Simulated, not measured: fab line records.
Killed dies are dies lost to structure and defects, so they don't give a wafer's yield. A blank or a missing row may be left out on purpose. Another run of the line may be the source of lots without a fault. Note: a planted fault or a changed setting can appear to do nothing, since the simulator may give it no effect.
fab line records	flow sky130
record lots=7	wafers=20	last-day=51
route steps=708 shown METAL2@504 VIA2@507 PAD_OPEN@708
lots with no fault: from the same line, run without faults
start-h: hours from the record's first day to the start of the lot's first wafer shown	wait-h: hours from the lot's prior step to this one	" unchanged from the row above	L1.1+2: a single row standing in for several wafers	- no value present, or no start provided	* or withheld: withheld	< > ~ a bound
route shown NAME@n: names a module that has steps shown in the file, with the first one's number in the route	usual: the fault-free wafers' mean and standard deviation	same: alike in all rows	chamber/n: place in a boat	sites: each site's reading	_std_site: the values' standard deviation	_edge_site: inner sites' mean taken away from outer sites' mean	radius-mm: how far each site lies from the wafer's centre	mask NAME#n: copy n	behind: the tool/chamber that last shaped the wafer	hold: reason for holding the lot/hours on hold/outcome of the hold	device: the n, p or np transistor that did not switch	end of line: at the end of the route, the tests of the same wafers	step lacking rows: just its recipe	killed: count of dies lost to structure and defects at first sort (not the wafer's yield)	map: a wafer's dies, marking killed ones x, the rest . and places with no die _
set.NAME: the setting that was run; set.NAME@STEP: the one run at that earlier step	model.NAME: the simulator's own value behind a step, which no gauge read
lots seen at some steps along the route; tables by step, rows by wafer
services: a tool's chamber out of use, with start hour (start-h, from the record's first day; less than 0 if before it), hours out, and reason
## steps
# step SKY_METAL2_STRIP_21
# recipe chemistry=post-etch-residue-remover	time-s=1200	temp-c=72.5
# step SKY_METAL2_CLEAN_22
# recipe chemistry=IPA	time-s=180	temp-c=25
# step SKY_METAL2_CLEAN_23
# recipe chemistry=O3/DIW	dry=n2-spin
# step SKY_VIA2_HDPCVD_00
# recipe material=SiO2	target-thk-nm=1180	sigma-open-frac=0.3	time-s=196.7	temp-c=400	sih4-flow-sccm=60	pressure-mtorr=6
# step SKY_VIA2_THK_MEAS_01
# recipe reads=SiO2_of_VIA2_HDPCVD_00
# usual VIA2_HDPCVD_THK=1175/11
lot.wafer	tool	chamber	start-h	wait-h	VIA2_HDPCVD_THK[nm]
L975.2	film-metro-04	-	858.06	0.1	1175
L975.4	"	-	"	"	1181
L975.6	"	-	"	"	1161
L986.2	film-metro-04	-	933.31	0.1	1173
L986.4	"	-	"	"	1175
L987.1	film-metro-02	-	942.30	0.1	1174
L987.4	"	-	"	"	1168
L987.6	"	-	"	"	1161
L988.2	film-metro-04	-	948.78	0.1	1167
L988.3	"	-	"	"	1181
L988.6	"	-	"	"	1181
L992.2	film-metro-04	-	969.56	0.1	1188
L992.4	"	-	"	"	1181
L992.6	"	-	"	"	1189
L994.1	film-metro-04	-	983.10	0.1	1169
L994.4	"	-	"	"	1176
L994.5	"	-	"	"	1172
L997.2	film-metro-03	-	1004.35	0.1	1173
L997.4	"	-	"	"	1175
L997.6	"	-	"	"	1158
# step SKY_VIA2_CMP_02
# recipe material=SiO2	down-force-psi=4	platen-rpm=60	pad-velocity-m-s=0.94248
# usual motor-current-A=12.4/1.3
lot.wafer	tool	chamber	start-h	wait-h	motor-current-A
L975.4	cmp-01	0	858.16	0.1	10.9
L975.2	"	1	"	"	11.8
L975.6	"	0	"	"	11.2
L986.2	cmp-02	3	933.46	0.1	13.3
L986.4	"	0	"	"	10.3
L987.1	cmp-01	1	942.36	0.1	11.3
L987.4	"	2	"	"	13.8
L987.6	"	2	"	"	13.0
L988.2	cmp-01	3	948.88	0.1	11.6
L988.3	"	1	"	"	11.0
L988.6	"	2	"	"	13.9
L992.4	cmp-02	0	969.61	0.0	10.4
L992.2	"	3	"	"	12.9
L992.6	"	0	"	"	10.1
L994.4	cmp-02	0	983.26	0.1	10.8
L994.1	"	1	"	"	13.3
L994.5	"	2	"	"	13.0
L997.2	cmp-02	3	1004.40	0.0	13.3
L997.4	"	2	"	"	13.2
L997.6	"	0	"	"	10.5
# step SKY_VIA2_BOW_MEAS_03
# recipe mode=bow
# usual VIA2_BOW=86/7.3
lot.wafer	tool	chamber	start-h	wait-h	VIA2_BOW[um]
L975.2	film-metro-02	-	858.43	0.2	85
L975.4	"	-	"	"	82
L975.6	"	-	"	"	78
L986.2	film-metro-03	-	933.69	0.2	80
L986.4	"	-	"	"	81
L987.1	film-metro-04	-	942.66	0.2	86
L987.4	"	-	"	"	84
L987.6	"	-	"	"	94
L988.2	film-metro-04	-	949.15	0.2	88
L988.3	"	-	"	"	81
L988.6	"	-	"	"	86
L992.2	film-metro-03	-	969.93	0.1	81
L992.4	"	-	"	"	85
L992.6	"	-	"	"	86
L994.1	film-metro-04	-	983.46	0.1	92
L994.4	"	-	"	"	97
L994.5	"	-	"	"	91
L997.2	film-metro-04	-	1004.72	0.3	74
L997.4	"	-	"	"	88
L997.6	"	-	"	"	85
# step SKY_VIA2_DEHYDRATE_04
# recipe temp-c=200	time-s=60
# step SKY_VIA2_HMDS_05
# recipe prime-time-s=60	prime-temp-c=120
# step SKY_VIA2_COAT_06
# recipe resist=BARC	temp-c=withheld	time-s=withheld	spin-rpm=3000	resist-thk-nm=60
# step SKY_VIA2_COAT_07
# recipe resist=KrF-thick	spin-rpm=3000	resist-thk-nm=450
# step SKY_VIA2_SOFTBAKE_08
# recipe temp-c=100	time-s=90	resist=KrF-thick
# step SKY_VIA2_EXPOSE_09
# recipe mask-id=VIM2	na=0.8	source-shape=annular	sigma-inner=0.55	sigma-outer=0.85	target-cd-nm=200	dose-mj=38
lot.wafer	tool	chamber	start-h	wait-h	mask
L975.2+4+6	krf-scanner-01	0	872.58	-	VIM2#0
L986.2+4	krf-scanner-02	0	946.36	-	VIM2#0
L987.1+4+6	krf-scanner-02	0	955.82	-	VIM2#0
L988.2+3+6	krf-scanner-02	0	961.23	-	VIM2#0
L992.2+4+6	krf-scanner-01	0	982.76	-	VIM2#0
L994.1+4+5	krf-scanner-01	0	995.19	-	VIM2#0
L997.2+4+6	krf-scanner-02	0	1016.96	-	VIM2#0
# step SKY_VIA2_PEB_10
# recipe peb-temp-c=withheld	peb-time-s=withheld	resist=KrF-thick
# step SKY_VIA2_DEVELOP_11
# recipe develop-time-s=60	resist=KrF-thick	dev-temp-c=21
# step SKY_VIA2_CD_MEAS_12
# recipe target-cd-nm=200
# usual cd-nm=199.6/1.5
lot.wafer	tool	chamber	start-h	wait-h	cd-nm
L975.2	cd-sem-01	-	884.68	-	200.8
L975.4	"	-	"	"	200.6
L975.6	"	-	"	"	200.7
L986.2	cd-sem-01	-	958.74	-	183.9
L986.4	"	-	"	"	184.4
L987.1	cd-sem-01	-	967.07	-	199.7
L987.4	"	-	"	"	181.7
L987.6	"	-	"	"	198.2
L988.2	cd-sem-02	-	973.73	-	182.2
L988.3	"	-	"	"	197.4
L988.6	"	-	"	"	198.6
L992.2	cd-sem-01	-	994.43	-	199.4
L992.4	"	-	"	"	202.3
L992.6	"	-	"	"	201.0
L994.1	cd-sem-01	-	1007.51	-	199.9
L994.4	"	-	"	"	201.5
L994.5	"	-	"	"	199.8
L997.2	cd-sem-02	-	1028.96	-	201.8
L997.4	"	-	"	"	203.0
L997.6	"	-	"	"	201.7
# step SKY_VIA2_OVL_MEAS_13
# usual VIA2_OVL=2/5.8
lot.wafer	tool	chamber	start-h	wait-h	VIA2_OVL[nm]
L975.2	overlay-01	-	884.78	0.1	6
L975.4	"	-	"	"	4
L975.6	"	-	"	"	9
L986.2	overlay-02	-	958.84	0.1	-7
L986.4	"	-	"	"	-15
L987.1	overlay-02	-	967.19	0.1	2
L987.4	"	-	"	"	2
L987.6	"	-	"	"	4
L988.2	overlay-01	-	973.83	0.1	11
L988.3	"	-	"	"	-6
L988.6	"	-	"	"	13
L992.2	overlay-01	-	994.53	0.1	2
L992.4	"	-	"	"	0
L992.6	"	-	"	"	1
L994.1	overlay-01	-	1007.63	0.1	4
L994.4	"	-	"	"	9
L994.5	"	-	"	"	5
L997.2	overlay-02	-	1029.07	0.1	1
L997.4	"	-	"	"	4
L997.6	"	-	"	"	4
# step SKY_VIA2_ETCH_14
# recipe chemistry=N2/H2	target=BARC	ion-energy-ev=200	source-w=500	bias-w=100	pressure-mtorr=30	n2-flow-sccm=100	h2-flow-sccm=200	stop-on=SiO2	time-s=45.9	target-depth-a=600
# usual chamber-pressure-mTorr=30.003/0.026	drypump-motor-current-A=5.9/0.49	oes-product-au=0.854/0.0045	throttle-valve-pct=13.225/0.0094
lot.wafer	tool	chamber	start-h	wait-h	chamber-pressure-mTorr	drypump-motor-current-A	oes-product-au	rf-hours-counter-h	throttle-valve-pct	model.VIA2.cd-nm
L975.2	rie-diel-01	0	884.81	0.0	30.046	5.8	0.862	10	13.217	200.1
L975.4	"	3	"	"	30.014	5.5	0.863	3	13.209	200.1
L975.6	"	1	"	"	30.020	6.1	0.859	-	13.218	201.5
L986.2	rie-diel-02	1	958.87	0.0	30.030	5.5	0.851	11	13.222	184.2
L986.4	"	2	"	"	30.006	5.9	0.849	23	13.206	184.1
L987.1	rie-diel-02	0	967.22	0.0	29.973	6.5	0.854	0	13.218	199.1
L987.4	"	3	"	"	30.011	5.4	0.854	-	13.221	181.6
L987.6	"	0	"	"	30.052	6.5	0.858	-	13.207	197.5
L988.2	rie-diel-01	0	973.86	0.0	30.002	5.7	0.855	12	13.221	182.5
L988.3	"	3	"	"	29.983	5.5	0.858	6	13.223	197.7
L988.6	"	3	"	"	29.942	5.5	0.853	-	13.224	198.6
L992.2	rie-diel-01	2	994.56	0.0	30.013	6.3	0.858	15	13.232	199.2
L992.4	"	0	"	"	30.004	5.8	0.856	13	13.227	202.3
L992.6	"	0	"	"	30.028	5.8	0.855	-	13.225	200.1
L994.1	rie-diel-01	1	1007.66	0.0	29.990	6.0	0.846	22	13.223	199.9
L994.4	"	0	"	"	30.009	5.8	0.858	13	13.225	200.8
L994.5	"	3	"	"	30.023	5.6	0.848	-	13.243	199.6
L997.2	rie-diel-02	3	1029.10	0.0	29.982	5.4	0.846	18	13.236	201.8
L997.4	"	0	"	"	30.012	6.5	0.854	2	13.234	202.5
L997.6	"	0	"	"	30.036	6.5	0.846	-	13.227	201.1
# step SKY_VIA2_ETCH_15
# recipe target=SiO2	chemistry=C4F8/O2/Ar	target-depth-nm=546	stop-on=TiN	mask-material=KrF-thick	source-w=1500	bias-w=1200	pressure-mtorr=40	c4f8-flow-sccm=withheld	O2_flow_sccm=6	Ar_flow_sccm=300	time-s=84
# usual chamber-pressure-mTorr=40.00/0.04	oes-product-au=0.940/0.0048
lot.wafer	tool	chamber	start-h	wait-h	chamber-pressure-mTorr	oes-product-au	model.VIA2.cd-nm
L975.2	rie-diel-01	0	884.85	0.0	39.98	0.936	200.9
L975.4	"	3	"	"	39.97	0.942	198.9
L975.6	"	1	"	"	40.04	0.934	202.1
L986.2	rie-diel-02	1	958.92	0.0	40.03	0.945	184.2
L986.4	"	2	"	"	40.04	0.948	185.9
L987.1	rie-diel-02	0	967.27	0.0	39.95	0.932	197.6
L987.4	"	3	"	"	40.03	0.937	181.5
L987.6	"	0	"	"	40.01	0.936	196.5
L988.2	rie-diel-01	0	973.90	0.0	39.95	0.951	183.9
L988.3	"	3	"	"	39.93	0.944	197.5
L988.6	"	3	"	"	40.02	0.937	197.9
L992.2	rie-diel-01	2	994.60	0.0	40.00	0.945	196.1
L992.4	"	0	"	"	40.07	0.942	202.8
L992.6	"	0	"	"	40.02	0.943	198.9
L994.1	rie-diel-01	1	1007.70	0.0	39.95	0.939	200.6
L994.4	"	0	"	"	40.02	0.947	201
L994.5	"	3	"	"	40.01	0.930	199.8
L997.2	rie-diel-02	3	1029.14	0.0	39.96	0.940	202.3
L997.4	"	0	"	"	39.99	0.937	199.1
L997.6	"	0	"	"	40.03	0.934	198.6
# step SKY_VIA2_STRIP_16
# recipe chemistry=O2/N2	power-w=1400	pressure-mtorr=1500	platen-temp-c=withheld	o2-flow-sccm=3000	n2-flow-sccm=300	overash-fraction=0.5
# usual chamber-pressure-mTorr=1500.2/1.5	drypump-motor-current-A=5.5/0.36	oes-product-au=0.399/0.0048	strip-time-to-endpoint-s=4.048/0.023
lot.wafer	tool	chamber	start-h	wait-h	chamber-pressure-mTorr	drypump-motor-current-A	oes-product-au	rf-hours-counter-h	strip-time-to-endpoint-s
L975.2	plasma-asher-04	0	884.92	0.0	1501.0	5.2	0.405	97	4.085
L975.4	"	1	"	"	1499.6	6.1	0.396	-	4.039
L975.6	"	0	"	"	1499.4	5.2	0.397	-	4.081
L986.2	plasma-asher-03	0	958.98	0.0	1498.7	5.4	0.396	56	4.065
L986.4	"	0	"	"	1500.6	5.5	0.402	-	4.052
L987.1	plasma-asher-01	1	967.33	0.0	1502.3	5.1	0.399	22	4.064
L987.4	"	1	"	"	1499.9	5.1	0.395	-	4.051
L987.6	"	0	"	"	1498.9	6.0	0.405	-	4.038
L988.2	plasma-asher-01	1	973.97	0.0	1500.3	5.1	0.399	23	4.062
L988.3	"	0	"	"	1500.5	5.9	0.401	-	4.058
L988.6	"	1	"	"	1498.3	5.1	0.394	-	4.042
L992.2	plasma-asher-01	1	994.67	0.0	1500.2	5.1	0.396	25	4.070
L992.4	"	1	"	"	1498.2	5.1	0.397	-	4.085
L992.6	"	1	"	"	1498.8	5.1	0.395	-	4.043
L994.1	plasma-asher-01	0	1007.77	0.0	1501.2	6.0	0.404	26	4.022
L994.4	"	0	"	"	1501.0	6.0	0.400	-	4.029
L994.5	"	0	"	"	1500.9	6.0	0.402	-	4.011
L997.2	plasma-asher-03	0	1029.20	0.0	1498.8	5.4	0.400	63	4.002
L997.4	"	1	"	"	1501.2	5.2	0.396	-	3.994
L997.6	"	1	"	"	1501.3	5.2	0.398	-	4.024
# step SKY_PAD_OPEN_PROBE_99
# usual defect-limited-yield=82.3/1.8	killed_at_M0_to_M3=43/6.9	killed_at_M4_up=3.2/1.6	killed-at-contacts=25/5.1	killed-at-front-end=16/4.5	killed-at-other=0.3/0.68	killed-dies=87/8.9	killed-on-rim=16/3.6	killed-open=48/6.9	killed-short=39/6.3	sort_bin_3_pad_short=0.8/0.4	sort_bin_5_function=10.5/1.4	sort_bin_6_memory=6.4/1.1	sort-n-pass=405/8.9	sort-yield-pct=82.3/1.8
# same gross-dies=492	killed-at-back-side=0	sort_bin_4_leakage[%]=0	sort_bin_8_speed[%]=0
lot.wafer	tool	chamber	start-h	wait-h	defect-limited-yield[%]	killed_at_M0_to_M3	killed_at_M4_up	killed-at-contacts	killed-at-front-end	killed-at-other	killed-dies	killed-on-rim	killed-open	killed-short	sort_bin_3_pad_short[%]	sort_bin_5_function[%]	sort_bin_6_memory[%]	sort-n-pass	sort-yield-pct[%]	model.etest.via2-chain.rc-ohm
L975.2	prober-02	-	1114.63	0.1	81.3	31	6	34	21	0	92	20	51	41	1.0	10.6	7.1	400	81.3	10.31
L975.4	prober-02	-	1114.73	0.2	83.5	44	2	18	17	0	81	13	45	36	1.4	10.6	4.5	411	83.5	10.1
L975.6	prober-02	-	1114.83	0.2	79.7	55	4	17	23	1	100	16	50	50	1.4	10.2	8.7	392	79.7	9.4
L986.2	prober-02	-	1170.54	0.1	83.1	48	4	16	14	1	83	14	43	39	0.2	10.6	6.1	409	83.1	-
L986.4	prober-02	-	1170.64	0.2	82.7	40	0	19	26	0	85	18	45	40	0.6	10.8	5.9	407	82.7	-
L987.1	prober-01	-	1177.84	0.1	82.3	45	6	21	15	0	87	15	46	41	0.6	8.3	8.7	405	82.3	10.3
L987.4	prober-01	-	1177.99	0.2	81.1	60	0	15	17	1	93	21	54	38	0.6	10.6	7.7	399	81.1	11.64
L987.6	prober-01	-	1178.09	0.2	80.5	47	4	22	21	2	96	16	58	38	1.2	11.8	6.5	396	80.5	10.34
L988.2	prober-02	-	1179.74	0.1	81.5	42	4	32	13	0	91	14	52	38	1.0	11.4	6.1	401	81.5	11.3
L988.3	prober-02	-	1179.79	0.2	80.7	42	4	28	21	0	95	20	57	37	0.8	12.2	6.3	397	80.7	10.19
L988.6	prober-02	-	1179.94	0.2	82.3	39	6	23	19	0	87	17	43	44	0.6	12.0	5.1	405	82.3	9.658
L992.2	prober-02	-	1196.02	0.1	84.6	38	5	23	10	0	76	13	43	33	0.8	8.9	5.7	416	84.6	10.43
L992.4	prober-02	-	1196.12	0.2	83.1	34	5	27	17	0	83	18	48	35	0.6	11.8	4.5	409	83.1	10.12
L992.6	prober-02	-	1196.22	0.2	81.3	50	4	25	13	0	92	22	53	39	0.8	11.2	6.7	400	81.3	10.26
L994.1	prober-01	-	1204.49	0.1	82.1	40	0	32	16	0	88	14	46	42	1.2	9.6	7.1	404	82.1	9.53
L994.4	prober-01	-	1204.64	0.2	79.9	47	3	25	24	0	99	16	53	46	1.4	13.4	5.3	393	79.9	10.21
L994.5	prober-01	-	1204.69	0.2	83.5	35	1	28	17	0	81	20	39	42	0.6	10.8	5.1	411	83.5	10
L997.2	prober-01	-	1220.77	0.1	82.7	48	0	26	11	0	85	19	56	28	0.4	10.4	6.5	407	82.7	9.89
L997.4	prober-01	-	1220.87	0.2	82.1	46	2	26	14	0	88	15	42	45	0.8	12.8	4.3	404	82.1	10.48
L997.6	prober-01	-	1220.97	0.2	81.3	46	2	24	20	0	92	14	54	38	0.2	12.6	5.9	400	81.3	9.805
# killed by level:class
L975.2 LI_CONTACT:geometric-particle:open=10 CONTACT:geometric-particle:open=10 VIA1:geometric-particle:open=7 FIELD_ISO:geometric-particle:open=6 CONTACT:geometric-particle:short=6 VIA3:geometric-particle:open=6 METAL4:geometric-particle:short=6 POLY_GATE:geometric-particle:open=5
L975.4 VIA1:geometric-particle:open=13 FIELD_ISO:geometric-particle:short=7 CONTACT:geometric-particle:open=7 VIA1:geometric-particle:short=7 VIA3:geometric-particle:open=5 FIELD_ISO:geometric-particle:open=4 METAL1:geometric-particle:short=4 VIA3:geometric-particle:short=4
L975.6 VIA1:geometric-particle:open=12 FIELD_ISO:geometric-particle:open=7 VIA1:geometric-particle:short=7 METAL2:geometric-particle:short=7 LOCAL_INTERCONNECT:geometric-particle:short=6 METAL1:geometric-particle:open=5 METAL1:geometric-particle:short=5 POLY_GATE:geometric-particle:open=4
L986.2 VIA1:geometric-particle:open=12 METAL1:geometric-particle:short=9 CONTACT:geometric-particle:open=8 METAL2:geometric-particle:short=8 FIELD_ISO:geometric-particle:open=5 POLY_GATE:geometric-particle:open=5 VIA3:geometric-particle:short=5 CONTACT:geometric-particle:short=3
L986.4 FIELD_ISO:geometric-particle:short=14 CONTACT:geometric-particle:open=11 VIA1:geometric-particle:open=10 FIELD_ISO:geometric-particle:open=9 METAL1:geometric-particle:short=6 VIA3:geometric-particle:open=5 LI_CONTACT:geometric-particle:open=4 VIA1:geometric-particle:short=4
L987.1 CONTACT:geometric-particle:open=9 VIA2:geometric-particle:open=9 LI_CONTACT:geometric-particle:open=6 VIA1:geometric-particle:open=6 VIA1:geometric-particle:short=6 METAL2:geometric-particle:short=6 METAL1:geometric-particle:short=5 FIELD_ISO:geometric-particle:short=4
L987.4 VIA1:geometric-particle:open=15 VIA2:geometric-particle:open=10 VIA3:geometric-particle:open=9 FIELD_ISO:geometric-particle:short=5 LI_CONTACT:geometric-particle:open=5 VIA2:geometric-particle:short=5 VIA3:geometric-particle:short=5 METAL1:geometric-particle:short=4
L987.6 VIA1:geometric-particle:open=17 CONTACT:geometric-particle:open=11 FIELD_ISO:geometric-particle:short=8 VIA1:geometric-particle:short=7 POLY_GATE:geometric-particle:open=6 VIA2:geometric-particle:open=5 METAL4:geometric-particle:short=4 LI_CONTACT:geometric-particle:open=4
L988.2 LI_CONTACT:geometric-particle:open=9 CONTACT:geometric-particle:short=9 VIA1:geometric-particle:open=9 CONTACT:geometric-particle:open=8 VIA2:geometric-particle:open=8 METAL3:geometric-particle:short=5 VIA3:geometric-particle:short=5 FIELD_ISO:geometric-particle:short=3
L988.3 VIA1:geometric-particle:open=11 CONTACT:geometric-particle:open=10 LI_CONTACT:geometric-particle:open=9 VIA2:geometric-particle:open=9 POLY_GATE:geometric-particle:open=7 VIA3:geometric-particle:open=5 FIELD_ISO:geometric-particle:open=4 CONTACT:geometric-particle:short=4
L988.6 VIA1:geometric-particle:open=11 METAL2:geometric-particle:short=8 CONTACT:geometric-particle:open=7 LI_CONTACT:geometric-particle:open=6 FIELD_ISO:geometric-particle:short=5 FIELD_ISO:geometric-particle:open=4 POLY_GATE:geometric-particle:short=4 LI_CONTACT:geometric-particle:short=4
L992.2 CONTACT:geometric-particle:open=10 VIA1:geometric-particle:open=7 VIA2:geometric-particle:open=7 METAL1:geometric-particle:short=6 VIA3:geometric-particle:open=6 POLY_GATE:geometric-particle:short=5 LI_CONTACT:geometric-particle:open=5 LOCAL_INTERCONNECT:geometric-particle:short=3
L992.4 CONTACT:geometric-particle:open=12 VIA1:geometric-particle:open=12 LI_CONTACT:geometric-particle:open=7 LOCAL_INTERCONNECT:geometric-particle:short=5 POLY_GATE:geometric-particle:short=4 SPACER:geometric-particle:short=4 METAL3:geometric-particle:short=4 VIA1:geometric-particle:short=3
L992.6 VIA1:geometric-particle:open=14 VIA2:geometric-particle:open=8 CONTACT:geometric-particle:open=7 CONTACT:geometric-particle:short=7 LI_CONTACT:geometric-particle:open=6 METAL3:geometric-particle:short=6 FIELD_ISO:geometric-particle:short=5 POLY_GATE:geometric-particle:open=5
L994.1 CONTACT:geometric-particle:open=12 LI_CONTACT:geometric-particle:open=8 METAL1:geometric-particle:short=8 VIA2:geometric-particle:open=7 CONTACT:geometric-particle:short=6 VIA1:geometric-particle:open=6 VIA1:geometric-particle:short=6 FIELD_ISO:geometric-particle:short=4
L994.4 CONTACT:geometric-particle:open=12 FIELD_ISO:geometric-particle:short=10 METAL1:geometric-particle:short=9 FIELD_ISO:geometric-particle:open=8 LI_CONTACT:geometric-particle:open=8 VIA3:geometric-particle:open=7 VIA2:geometric-particle:open=7 VIA1:geometric-particle:short=6
L994.5 CONTACT:geometric-particle:open=13 VIA1:geometric-particle:open=8 FIELD_ISO:geometric-particle:short=7 LOCAL_INTERCONNECT:geometric-particle:short=5 VIA1:geometric-particle:short=5 VIA3:geometric-particle:open=5 LI_CONTACT:geometric-particle:open=4 CONTACT:geometric-particle:short=4
L997.2 LI_CONTACT:geometric-particle:open=12 VIA1:geometric-particle:open=12 VIA3:geometric-particle:open=9 VIA2:geometric-particle:open=7 CONTACT:geometric-particle:open=7 METAL2:geometric-particle:short=6 POLY_GATE:geometric-particle:short=4 VIA1:geometric-particle:short=4
L997.4 VIA3:geometric-particle:open=8 CONTACT:geometric-particle:open=8 VIA1:geometric-particle:short=8 VIA2:geometric-particle:open=7 VIA1:geometric-particle:open=7 CONTACT:geometric-particle:short=6 LI_CONTACT:geometric-particle:open=6 METAL2:geometric-particle:short=5
L997.6 VIA2:geometric-particle:open=9 CONTACT:geometric-particle:open=9 VIA1:geometric-particle:open=9 METAL2:geometric-particle:short=9 VIA3:geometric-particle:open=9 FIELD_ISO:geometric-particle:open=6 CONTACT:geometric-particle:short=6 LOCAL_INTERCONNECT:geometric-particle:short=5
## services
tool	chamber	start-h	hours	kind
rie-diel-01	3	837.56	5.5	repair
krf-scanner-01	-	848.07	4.4	pm
cmp-02	-	851.84	4.1	pm
krf-scanner-01	-	855.33	2.2	repair
krf-scanner-02	-	868.30	0.8	pm
plasma-asher-01	-	881.08	1.8	repair
krf-scanner-01	-	884.32	1.3	pm
krf-scanner-01	-	886.85	1.1	repair
krf-scanner-02	-	903.78	1.3	pm
rie-diel-02	0	904.76	2.7	repair
cmp-02	-	909.76	1.3	repair
cmp-01	-	912.02	4.0	pm
krf-scanner-01	-	916.85	4.0	pm
rie-diel-02	0	924.94	3.0	repair
rie-diel-01	-	934.26	0.3	repair
cmp-01	-	936.09	4.3	pm
rie-diel-01	1	936.21	2.0	repair
plasma-asher-01	-	940.85	2.7	repair
rie-diel-02	1	948.40	8.7	repair
rie-diel-02	1	959.82	18.5	repair
krf-scanner-02	-	961.67	0.3	repair
krf-scanner-02	-	962.92	1.0	pm
rie-diel-02	2	996.07	5.3	repair
krf-scanner-02	-	1011.74	0.8	repair
## key
first-sign step=SKY_VIA2_CD_MEAS_12	reading=cd-nm	direction=down	sigmas=11	usual=199.6	struck=183.1
effect none on later readings
model-effect step=SKY_VIA2_ETCH_14	value=VIA2.cd-nm	without=199	struck=183.1
model-effect step=SKY_VIA2_ETCH_15	value=VIA2.cd-nm	without=199.8	struck=183.9
model-effect step=SKY_PAD_OPEN_PROBE_99	value=etest.via2-chain.rc-ohm	without=9.752	struck=11.47
met-at SKY_VIA2_EXPOSE_09
struck-wafers L986.2,L986.4,L987.4,L988.2
fault kind=process-parameter-drift	tool=krf-scanner-02	chamber=-	onset-h=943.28	steps=SKY_VIA2_EXPOSE_09	channel=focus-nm	offset=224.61	shape=step	end-h=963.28	scope=struck-wafers-only
